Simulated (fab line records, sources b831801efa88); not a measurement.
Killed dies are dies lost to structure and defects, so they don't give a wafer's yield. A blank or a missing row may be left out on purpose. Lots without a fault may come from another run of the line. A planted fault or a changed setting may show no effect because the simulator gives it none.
A struck lot beside a sound one | flow sky130 | 17 steps out of a route of 708
Sound: wafers L856.2, L856.3, L856.5. Struck: wafers L862.1, L862.2, L862.6. The cause comes at the end.
At each step with rows: each side's tool, then ch and its chambers, then its first start. Under that, the readings that differ: sound wafers | struck wafers | difference of the means | sigmas: that difference in standard deviations of wafers without a fault.
alike: readings whose means differ by less than 2 such deviations, and words and numbers that are the same on both sides. not compared: withheld readings, readings that some wafer has no value for, bounds like >300 that may hide the same value, and numbers for which the record gives no deviation and whose values overlap.
The two part at a step that has a row with sigmas, a row that says differs or no value, or rows on one side only. Numbers that don't overlap but have no deviation are shown without sigmas and don't part them. A reading that every wafer of one side lacks parts them only if that side has two wafers or more.

first, 5 steps without rows for these wafers: SKY_SD_N_COAT_02 (resist thk 1140 nm); SKY_SD_N_SOFTBAKE_03 (time 60 s); SKY_SD_N_EXPOSE_04 (exposes mask NSDM, target cd 380 nm); SKY_SD_N_PEB_05; SKY_SD_N_DEVELOP_06 (develop time 60 s).
SKY_SD_N_CD_MEAS_07: target cd 380 nm.
  sound on cd_sem-01, day 30 08:20; struck on cd_sem-02, day 32 04:16
  alike: cd_nm
SKY_SD_N_OVL_MEAS_08:
  sound on overlay-01, day 30 08:26; struck on overlay-02, day 32 04:23
  alike: SD_N_OVL
then, 2 steps without rows for these wafers: SKY_SD_N_IMPLANT_09; SKY_SD_N_IMPLANT_10.
SKY_SD_N_STRIP_11: strips in O2/N2.
  sound on plasma_asher-01 ch 1, day 30 08:46; struck on plasma_asher-03 ch 0,1, day 32 04:43
  alike: chamber_pressure_mTorr, drypump_motor_current_A, oes_product_au, strip_time_to_endpoint_s
  not compared: rf_hours_counter_h
SKY_SD_N_TW_MEAS_12:
  sound on film_metro-01, day 30 08:52; struck on film_metro-02, day 32 04:49
  alike: SD_N_TW
then, 1 step without rows for these wafers: SKY_SD_N_CLEAN_13 (cleans in SC1/SC2, time 150 s).
SKY_SD_N_RTA_14: time 2 s.
  sound on rtp_anneal-01 ch 0, day 30 08:59; struck on rtp_anneal-02 ch 0, day 32 04:56
  reading            | sound             | struck            | difference | sigmas
  lamp_power_pct (%) | 15.73 15.67 15.73 | 15.38 15.30 15.23 | -0.41      | -8
  alike: ramp_up_c_per_s, wafer_temp_C_max
SKY_SD_N_RS_MEAS_16: measures by four-point-probe.
  sound on film_metro-03, day 30 09:10; struck on film_metro-02, day 32 05:06
  reading          | sound             | struck            | difference | sigmas
  SD_N_RS (ohm/sq) | 68.62 68.67 68.65 | 70.55 70.64 70.68 | +1.98      | +16
SKY_SD_N_RS_MEAS_17: measures by four-point-probe.
  sound on film_metro-03, day 30 09:17; struck on film_metro-02, day 32 05:13
  reading          | sound             | struck            | difference | sigmas
  SD_P_RS (ohm/sq) | 147.7 147.5 147.7 | 158.4 158.7 158.4 | +10.9      | +26
SKY_SD_N_RS_MEAS_18: measures by four-point-probe.
  sound on film_metro-03, day 30 09:25; struck on film_metro-02, day 32 05:20
  alike: RES_XHIGH_RS
-- the record jumps here: 17 days lie between the struck wafers' starts before and after (it left off in module SD_N and takes up again in module PAD_OPEN, whose first step shown is number 708 of the route) --
SKY_PAD_OPEN_PROBE_99:
  sound on prober-01, day 47 11:50; struck on prober-02, day 48 20:41
  reading                              | sound             | struck            | difference | sigmas
  model.etest.res_xhigh_po.line_ohm_um | 5813 5558 5534    | 6302 6603 6299    | +766       |
  model.etest.res_xhigh_po.rs_ohm_sq   | 2007 1928 1959    | 2277 2301 2214    | +299       |
  model.etest.pfet_01v8.r_on_ohm_um    | 2949 2931 2908    | 3098 3054 3054    | +139       |
  model.etest.res_pdiff.line_ohm_um    | 1357 1356 1364    | 1497 1529 1530    | +160       |
  model.etest.res_high_po.line_ohm_um  | 738.2 720.6 724.9 | 806 828.4 813.8   | +88        |
  model.etest.licon_high_po.rc_ohm     | 342.3 345.3 343.4 | 428.8 403.6 403.4 | +68.3      |
  model.etest.res_ndiff.line_ohm_um    | 769.8 765.3 769.6 | 805.5 805.4 807.1 | +37.8      |
  alike: killed_at_M0_to_M3, killed_at_M4_up, killed_at_contacts, killed_at_front_end, killed_at_other, killed_dies, killed_open, killed_short
  not compared: model.etest.licon_pdiff.rc_ohm

WHERE THEY PART
First at SKY_SD_N_RTA_14; last, within this record, at SKY_SD_N_RS_MEAS_17. Later steps at which nothing parts them and some readings are alike: SKY_SD_N_RS_MEAS_18, SKY_PAD_OPEN_PROBE_99.

WHY: what the simulator had put in
Process parameter drift: rtp_anneal-02, from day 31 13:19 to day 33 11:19, at SKY_SD_N_RTA_14. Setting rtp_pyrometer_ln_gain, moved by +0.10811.
